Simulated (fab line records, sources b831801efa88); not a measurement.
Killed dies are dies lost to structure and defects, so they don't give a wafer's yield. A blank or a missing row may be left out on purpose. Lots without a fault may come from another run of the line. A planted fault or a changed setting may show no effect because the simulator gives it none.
A sampling plan put to the test | flow gf180mcu | one fab line, 44 faults that these records tell of, each judged on the records of the lots that it struck
The plan is the line's own looks: the steps of the route at which a gauge or an inspection reads the wafer and doesn't change it. A look can be judged if struck wafers have a number there and the file gives its usual mean and standard deviation on fault-free wafers. Caught: at a look after the fault's first step, the mean of the struck wafers lies 4 or more of those standard deviations (sigma) from the usual mean. On the tool: the same test on the tool's own readings at the fault's steps. Another recipe on the struck wafers, or a record that is blank for them alone, also counts as caught.

THE FAULTS, as the simulator had put them in
1. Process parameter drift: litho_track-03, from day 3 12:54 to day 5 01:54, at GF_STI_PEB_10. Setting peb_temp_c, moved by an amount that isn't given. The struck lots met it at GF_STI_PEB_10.
2. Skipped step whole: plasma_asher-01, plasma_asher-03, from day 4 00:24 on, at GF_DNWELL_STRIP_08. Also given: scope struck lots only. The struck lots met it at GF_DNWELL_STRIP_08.
3. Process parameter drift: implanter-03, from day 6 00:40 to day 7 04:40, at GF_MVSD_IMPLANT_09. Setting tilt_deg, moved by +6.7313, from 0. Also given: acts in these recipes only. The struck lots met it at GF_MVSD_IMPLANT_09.
4. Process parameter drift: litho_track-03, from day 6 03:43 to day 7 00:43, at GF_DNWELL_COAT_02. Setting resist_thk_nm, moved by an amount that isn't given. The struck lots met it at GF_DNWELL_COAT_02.
5. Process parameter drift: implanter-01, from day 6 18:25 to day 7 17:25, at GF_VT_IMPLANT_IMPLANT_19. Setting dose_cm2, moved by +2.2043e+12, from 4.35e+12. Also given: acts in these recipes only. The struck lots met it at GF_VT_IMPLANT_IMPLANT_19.
6. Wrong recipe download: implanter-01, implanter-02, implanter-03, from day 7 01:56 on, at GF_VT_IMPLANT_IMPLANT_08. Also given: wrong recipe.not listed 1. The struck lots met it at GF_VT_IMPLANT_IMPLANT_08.
7. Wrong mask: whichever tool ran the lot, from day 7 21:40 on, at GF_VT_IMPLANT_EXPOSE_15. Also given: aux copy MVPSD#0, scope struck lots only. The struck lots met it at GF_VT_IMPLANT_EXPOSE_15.
8. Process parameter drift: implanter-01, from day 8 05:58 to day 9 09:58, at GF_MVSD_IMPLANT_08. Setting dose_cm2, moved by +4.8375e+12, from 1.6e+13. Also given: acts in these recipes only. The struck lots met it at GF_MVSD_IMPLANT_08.
9. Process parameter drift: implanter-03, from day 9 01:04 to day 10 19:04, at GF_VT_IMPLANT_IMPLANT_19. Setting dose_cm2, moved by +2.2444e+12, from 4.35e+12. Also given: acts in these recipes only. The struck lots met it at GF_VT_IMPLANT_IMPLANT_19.
10. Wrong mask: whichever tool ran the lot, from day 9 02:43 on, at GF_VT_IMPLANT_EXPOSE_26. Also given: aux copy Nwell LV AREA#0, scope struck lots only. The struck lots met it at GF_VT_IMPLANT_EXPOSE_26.
11. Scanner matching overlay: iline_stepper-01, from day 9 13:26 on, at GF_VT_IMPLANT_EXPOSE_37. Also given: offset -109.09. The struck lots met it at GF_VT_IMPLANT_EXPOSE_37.
12. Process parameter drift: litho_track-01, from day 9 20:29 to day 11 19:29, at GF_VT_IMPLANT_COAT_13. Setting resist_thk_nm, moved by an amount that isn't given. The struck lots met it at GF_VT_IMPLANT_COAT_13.
13. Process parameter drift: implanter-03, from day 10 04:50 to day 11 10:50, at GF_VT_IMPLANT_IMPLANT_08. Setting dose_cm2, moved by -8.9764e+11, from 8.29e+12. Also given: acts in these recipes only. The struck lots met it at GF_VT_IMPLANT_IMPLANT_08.
14. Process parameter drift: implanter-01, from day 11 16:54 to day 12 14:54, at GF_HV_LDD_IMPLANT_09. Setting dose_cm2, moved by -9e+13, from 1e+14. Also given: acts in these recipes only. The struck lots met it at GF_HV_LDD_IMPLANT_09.
15. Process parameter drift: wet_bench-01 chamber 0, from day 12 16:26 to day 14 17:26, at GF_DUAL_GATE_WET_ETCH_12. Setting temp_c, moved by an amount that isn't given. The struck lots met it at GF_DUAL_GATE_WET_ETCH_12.
16. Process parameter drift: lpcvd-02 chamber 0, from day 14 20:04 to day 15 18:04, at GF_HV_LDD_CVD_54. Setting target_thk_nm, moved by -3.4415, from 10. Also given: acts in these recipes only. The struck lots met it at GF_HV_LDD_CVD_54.
17. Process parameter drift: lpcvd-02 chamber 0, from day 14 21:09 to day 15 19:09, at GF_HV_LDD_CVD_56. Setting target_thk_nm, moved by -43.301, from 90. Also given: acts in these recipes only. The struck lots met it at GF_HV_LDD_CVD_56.
18. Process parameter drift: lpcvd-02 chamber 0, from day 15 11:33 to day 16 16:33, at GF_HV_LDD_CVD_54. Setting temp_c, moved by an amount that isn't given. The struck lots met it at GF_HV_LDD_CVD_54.
19. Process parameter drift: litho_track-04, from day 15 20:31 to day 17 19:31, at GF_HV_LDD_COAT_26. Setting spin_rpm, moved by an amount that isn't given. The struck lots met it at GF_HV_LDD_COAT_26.
20. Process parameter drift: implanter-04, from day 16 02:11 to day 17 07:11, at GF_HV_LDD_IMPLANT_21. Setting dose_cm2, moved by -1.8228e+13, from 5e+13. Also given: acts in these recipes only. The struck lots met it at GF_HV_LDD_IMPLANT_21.
21. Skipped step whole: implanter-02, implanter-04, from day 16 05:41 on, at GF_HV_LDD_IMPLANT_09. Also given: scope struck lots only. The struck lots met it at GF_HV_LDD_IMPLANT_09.
22. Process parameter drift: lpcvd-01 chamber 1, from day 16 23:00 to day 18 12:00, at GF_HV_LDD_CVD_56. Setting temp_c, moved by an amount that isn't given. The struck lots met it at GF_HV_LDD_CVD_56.
23. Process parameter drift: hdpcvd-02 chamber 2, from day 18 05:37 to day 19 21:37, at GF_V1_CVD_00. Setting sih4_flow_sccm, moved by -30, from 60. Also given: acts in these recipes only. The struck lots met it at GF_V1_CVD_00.
24. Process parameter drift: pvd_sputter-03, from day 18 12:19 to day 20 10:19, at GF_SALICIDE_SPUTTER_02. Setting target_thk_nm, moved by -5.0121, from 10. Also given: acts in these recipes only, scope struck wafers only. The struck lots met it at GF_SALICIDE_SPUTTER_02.
25. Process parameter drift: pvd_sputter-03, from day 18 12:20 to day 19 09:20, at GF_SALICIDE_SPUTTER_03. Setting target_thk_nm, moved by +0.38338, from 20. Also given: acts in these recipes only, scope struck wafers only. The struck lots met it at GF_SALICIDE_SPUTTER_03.
26. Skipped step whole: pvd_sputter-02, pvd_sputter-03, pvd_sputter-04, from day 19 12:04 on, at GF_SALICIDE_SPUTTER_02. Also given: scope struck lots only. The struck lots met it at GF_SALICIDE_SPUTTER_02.
27. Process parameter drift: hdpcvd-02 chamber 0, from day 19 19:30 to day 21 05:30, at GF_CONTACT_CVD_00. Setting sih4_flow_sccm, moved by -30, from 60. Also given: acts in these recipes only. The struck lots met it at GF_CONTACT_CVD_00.
28. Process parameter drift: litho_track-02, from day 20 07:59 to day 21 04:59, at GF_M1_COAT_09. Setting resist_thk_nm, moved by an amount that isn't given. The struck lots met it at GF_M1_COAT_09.
29. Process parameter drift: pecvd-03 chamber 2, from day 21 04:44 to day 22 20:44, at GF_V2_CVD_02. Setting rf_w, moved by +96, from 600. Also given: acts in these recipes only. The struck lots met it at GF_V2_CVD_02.
30. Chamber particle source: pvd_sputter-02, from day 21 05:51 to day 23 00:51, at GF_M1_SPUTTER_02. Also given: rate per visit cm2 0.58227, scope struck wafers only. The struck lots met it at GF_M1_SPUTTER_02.
31. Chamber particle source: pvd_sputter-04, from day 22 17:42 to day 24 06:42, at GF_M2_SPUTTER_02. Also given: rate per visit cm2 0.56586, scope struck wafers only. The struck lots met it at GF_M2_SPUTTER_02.
32. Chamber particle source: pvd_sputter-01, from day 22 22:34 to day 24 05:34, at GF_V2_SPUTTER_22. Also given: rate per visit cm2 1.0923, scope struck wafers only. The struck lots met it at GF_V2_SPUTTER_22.
33. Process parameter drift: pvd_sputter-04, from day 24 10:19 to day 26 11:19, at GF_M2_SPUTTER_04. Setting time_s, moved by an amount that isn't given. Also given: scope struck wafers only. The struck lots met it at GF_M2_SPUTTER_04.
34. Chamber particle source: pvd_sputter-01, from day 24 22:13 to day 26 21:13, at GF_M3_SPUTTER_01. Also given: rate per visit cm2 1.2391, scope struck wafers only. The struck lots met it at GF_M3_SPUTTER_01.
35. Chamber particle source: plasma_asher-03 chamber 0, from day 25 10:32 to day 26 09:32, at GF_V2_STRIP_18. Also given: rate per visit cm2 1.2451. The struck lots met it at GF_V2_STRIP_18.
36. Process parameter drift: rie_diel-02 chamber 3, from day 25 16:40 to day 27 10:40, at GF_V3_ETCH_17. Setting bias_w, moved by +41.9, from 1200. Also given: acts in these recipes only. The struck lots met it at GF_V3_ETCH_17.
37. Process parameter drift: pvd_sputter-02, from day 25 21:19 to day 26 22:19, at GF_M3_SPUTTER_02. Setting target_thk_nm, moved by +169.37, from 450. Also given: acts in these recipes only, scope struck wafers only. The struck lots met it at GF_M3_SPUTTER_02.
38. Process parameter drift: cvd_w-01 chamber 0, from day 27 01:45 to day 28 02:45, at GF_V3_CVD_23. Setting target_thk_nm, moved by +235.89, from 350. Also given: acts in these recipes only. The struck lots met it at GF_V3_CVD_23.
39. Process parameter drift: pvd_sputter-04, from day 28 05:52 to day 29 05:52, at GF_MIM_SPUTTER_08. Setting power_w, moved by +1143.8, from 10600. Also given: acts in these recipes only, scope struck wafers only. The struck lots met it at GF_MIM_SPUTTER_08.
40. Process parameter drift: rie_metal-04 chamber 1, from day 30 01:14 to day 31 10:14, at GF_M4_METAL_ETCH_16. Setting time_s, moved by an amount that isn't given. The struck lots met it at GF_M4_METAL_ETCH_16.
41. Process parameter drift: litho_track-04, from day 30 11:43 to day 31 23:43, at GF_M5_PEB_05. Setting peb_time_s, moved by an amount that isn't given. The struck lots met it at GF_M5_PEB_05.
42. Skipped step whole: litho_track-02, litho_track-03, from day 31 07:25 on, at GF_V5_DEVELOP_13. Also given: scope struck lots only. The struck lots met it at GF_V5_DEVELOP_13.
43. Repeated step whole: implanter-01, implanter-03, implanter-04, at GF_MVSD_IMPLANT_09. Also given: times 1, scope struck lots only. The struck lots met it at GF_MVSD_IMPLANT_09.
44. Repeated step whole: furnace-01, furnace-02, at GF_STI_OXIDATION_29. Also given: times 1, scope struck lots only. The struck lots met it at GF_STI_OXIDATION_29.

WHAT THE PLAN SAW
fault | on the tool itself                               | first look that catches it                      | reading, sigma                                              | median hours from its first step to that look | hours from the fault's start to the first struck lot there | judged looks passed uncaught
1     | heater_power_total_W -25 sigma                   | GF_STI_CD_MEAS_12                               | cd_nm +7.2                                                  | 0.3                                           | 5                                                          | 0
2     | the tool's record is blank for the struck wafers | GF_NWELL_TW_MEAS_11                             | NWELL_TW -99 or beyond                                      | 14.0                                          | 17                                                         | 0
3     | tilt_deg +99 or beyond sigma                     | no look after it can be judged                  | -                                                           | -                                             | -                                                          | 0
4     | no reading that can be judged                    | none of the 2 looks that can be judged after it | -                                                           | -                                             | -                                                          | 2
5     | dose_ions_cm2 +99 or beyond sigma                | GF_VT_IMPLANT_TW_MEAS_21                        | VT_IMPLANT_2_TW +14                                         | 0.2                                           | 6                                                          | 0
6     | under 2 sigma                                    | GF_VT_IMPLANT_TW_MEAS_10                        | VT_IMPLANT_TW +54                                           | 0.2                                           | 4                                                          | 0
7     | under 2 sigma                                    | GF_VT_IMPLANT_TW_MEAS_21                        | VT_IMPLANT_2_TW -98                                         | 8.1                                           | 11                                                         | 0
8     | dose_ions_cm2 +99 or beyond sigma                | GF_MVSD_TW_MEAS_11                              | MVSD_TW +7.6                                                | 0.4                                           | 2                                                          | 0
9     | dose_ions_cm2 +99 or beyond sigma                | GF_VT_IMPLANT_TW_MEAS_21                        | VT_IMPLANT_2_TW +13                                         | 0.2                                           | 5                                                          | 0
10    | no reading that can be judged                    | GF_VT_IMPLANT_TW_MEAS_32                        | VT_IMPLANT_3_TW -79                                         | 8.4                                           | 11                                                         | 0
11    | no reading that can be judged                    | GF_VT_IMPLANT_OVL_MEAS_40                       | VT_IMPLANT_03_OVL -67                                       | 9.5                                           | 12                                                         | 0
12    | no reading that can be judged                    | not the one look that can be judged after it    | -                                                           | -                                             | -                                                          | 1
13    | dose_ions_cm2 -99 or beyond sigma                | no look after it can be judged                  | -                                                           | -                                             | -                                                          | 0
14    | dose_ions_cm2 -99 or beyond sigma                | GF_HV_LDD_TW_MEAS_11                            | HV_LDD_TW -53                                               | 0.2                                           | 3                                                          | 0
15    | temp_c -99 or beyond sigma                       | none of the 5 looks that can be judged after it | -                                                           | -                                             | -                                                          | 5
16    | under 2 sigma                                    | GF_HV_LDD_THK_MEAS_55                           | HV_LDD_CVD_54_THK -25                                       | 1.0                                           | 12                                                         | 0
17    | under 2 sigma                                    | GF_HV_LDD_THK_MEAS_57                           | HV_LDD_CVD_56_THK -53                                       | 1.4                                           | 0                                                          | 0
18    | spike_tc_lower_C +8.1 sigma                      | GF_HV_LDD_THK_MEAS_55                           | HV_LDD_CVD_54_THK +15                                       | 1.0                                           | 6                                                          | 0
19    | spin_speed_rpm +42 sigma                         | none of the 2 looks that can be judged after it | -                                                           | -                                             | -                                                          | 2
20    | dose_ions_cm2 -99 or beyond sigma                | GF_HV_LDD_TW_MEAS_23                            | HV_LDD_2_TW -12                                             | 0.2                                           | 5                                                          | 0
21    | the tool's record is blank for the struck wafers | GF_HV_LDD_TW_MEAS_11                            | HV_LDD_TW -99 or beyond                                     | 0.2                                           | 2                                                          | 0
22    | susceptor_temp_C -4.0 sigma                      | none of the 2 looks that can be judged after it | strongest: HV_LDD_CVD_56_THK at GF_HV_LDD_THK_MEAS_57, -3.9 | -                                             | -                                                          | 2
23    | sih4_flow_sccm -99 or beyond sigma               | GF_V1_THK_MEAS_01                               | V1_CVD_00_THK -51                                           | 0.1                                           | 9                                                          | 0
24    | under 2 sigma                                    | GF_SALICIDE_RS_MEAS_04                          | SALICIDE_TIN_RS +51                                         | 0.1                                           | 4                                                          | 0
25    | under 2 sigma                                    | not the one look that can be judged after it    | -                                                           | -                                             | -                                                          | 1
26    | the tool's record is blank for the struck wafers | GF_SALICIDE_RS_MEAS_04                          | SALICIDE_TIN_RS +99 or beyond                               | 0.1                                           | 2                                                          | 0
27    | sih4_flow_sccm -99 or beyond sigma               | GF_CONTACT_THK_MEAS_01                          | CONTACT_CVD_00_THK -40                                      | 0.1                                           | 5                                                          | 0
28    | under 2 sigma                                    | GF_M1_CD_MEAS_14                                | cd_nm +7.9                                                  | 12.0                                          | 21                                                         | 0
29    | rf_fwd_power_W +47 sigma                         | GF_V2_THK_MEAS_03                               | V2_CVD_02_THK +4.6                                          | 0.1                                           | 10                                                         | 0
30    | under 2 sigma                                    | not the one look that can be judged after it    | -                                                           | -                                             | -                                                          | 1
31    | under 2 sigma                                    | none of the 2 looks that can be judged after it | -                                                           | -                                             | -                                                          | 2
32    | under 2 sigma                                    | no look after it can be judged                  | -                                                           | -                                             | -                                                          | 0
33    | under 2 sigma                                    | none of the 7 looks that can be judged after it | -                                                           | -                                             | -                                                          | 7
34    | under 2 sigma                                    | no look after it can be judged                  | -                                                           | -                                             | -                                                          | 0
35    | under 2 sigma                                    | no look after it can be judged                  | -                                                           | -                                             | -                                                          | 0
36    | bias_w +12 sigma                                 | no look after it can be judged                  | -                                                           | -                                             | -                                                          | 0
37    | under 2 sigma                                    | GF_M3_RS_MEAS_05                                | M3_ALCU_RS -34                                              | 0.1                                           | 4                                                          | 0
38    | under 2 sigma                                    | GF_V3_RS_MEAS_24                                | V3_W_RS -24                                                 | 0.1                                           | 2                                                          | 0
39    | cathode_dc_power_W +99 or beyond sigma           | GF_MIM_RS_MEAS_10                               | MIM_ALCU_RS -10                                             | 0.1                                           | 5                                                          | 0
40    | run_length_s +15 sigma                           | no look after it can be judged                  | -                                                           | -                                             | -                                                          | 0
41    | heater_power_total_W +37 sigma                   | none of the 2 looks that can be judged after it | strongest: cd_nm at GF_M5_CD_MEAS_07, +3.1                  | -                                             | -                                                          | 2
42    | no reading that can be judged                    | no look after it can be judged                  | -                                                           | -                                             | -                                                          | 0
43    | under 2 sigma                                    | GF_VT_IMPLANT_RS_MEAS_46                        | MVSD_RS -50                                                 | 83.9                                          | -                                                          | 2
44    | under 2 sigma                                    | GF_STI_THK_MEAS_30                              | STI_OXIDATION_02_THK +30                                    | 3.0                                           | -                                                          | 0
A dash: the fault isn't caught, or these records don't give the number.

Caught at a look: 26 of 44. Caught on the tool: 22 of 44. By one or the other: 34 of 44.
Caught on the tool alone: faults 3, 13, 15, 19, 22, 36, 40, 41.
Caught at a look alone: faults 6, 7, 10, 11, 16, 17, 24, 28, 37, 38, 43, 44.
Caught by neither: faults 4, 12, 25, 30, 31, 32, 33, 34, 35, 42.

THINNER SAMPLING
If the look that catches a fault measured only every second or every third lot, by lot number, the first struck lot would be measured this late in the worst case:
fault | struck lots at that look, in order of time | every lot | every second lot | every third lot
1     | L488, L494                                 | 5 h       | may miss all 2   | may miss all 2
2     | L752, L753                                 | 17 h      | 22 h             | may miss all 2
5     | L814, L815                                 | 6 h       | 12 h             | may miss all 2
6     | L705, L706, L707, L708                     | 4 h       | 9 h              | 15 h
7     | L100                                       | 11 h      | may miss it      | may miss it
8     | L422, L423                                 | 2 h       | 10 h             | may miss all 2
9     | L987, L990                                 | 5 h       | 23 h             | may miss all 2
10    | L241                                       | 11 h      | may miss it      | may miss it
11    | L929, L935, L936, L937                     | 12 h      | 58 h             | 68 h
14    | L538, L540                                 | 3 h       | may miss all 2   | may miss all 2
16    | L744, L745                                 | 12 h      | 22 h             | may miss all 2
17    | L100                                       | 0 h       | may miss it      | may miss it
18    | L624                                       | 6 h       | may miss it      | may miss it
20    | L114, L115                                 | 5 h       | 7 h              | may miss all 2
21    | L685, L686                                 | 2 h       | 13 h             | may miss all 2
23    | L491, L493                                 | 9 h       | may miss all 2   | may miss all 2
24    | L560                                       | 4 h       | may miss it      | may miss it
26    | L853, L854, L855                           | 2 h       | 12 h             | 15 h
27    | L804, L805                                 | 5 h       | 8 h              | may miss all 2
28    | L932, L934                                 | 21 h      | may miss all 2   | may miss all 2
29    | L267, L270                                 | 10 h      | 34 h             | may miss all 2
37    | L233                                       | 4 h       | may miss it      | may miss it
38    | L465, L466                                 | 2 h       | 11 h             | may miss all 2
39    | L589, L590                                 | 5 h       | 7 h              | may miss all 2
Hours are from the fault's start to the first struck lot that is measured. The limit of 4 sigma was tested on all struck wafers together, so one lot alone may lie under it. Other struck lots may not be in these records.

THE LONGEST TIMED WAY FROM STEP TO LOOK
Fault 43: a median of 83.9 hours passes between GF_MVSD_IMPLANT_09 and GF_VT_IMPLANT_RS_MEAS_46. The looks between them that can be judged stayed within 4 sigma: GF_MVSD_TW_MEAS_11, GF_VT_IMPLANT_TW_MEAS_43.
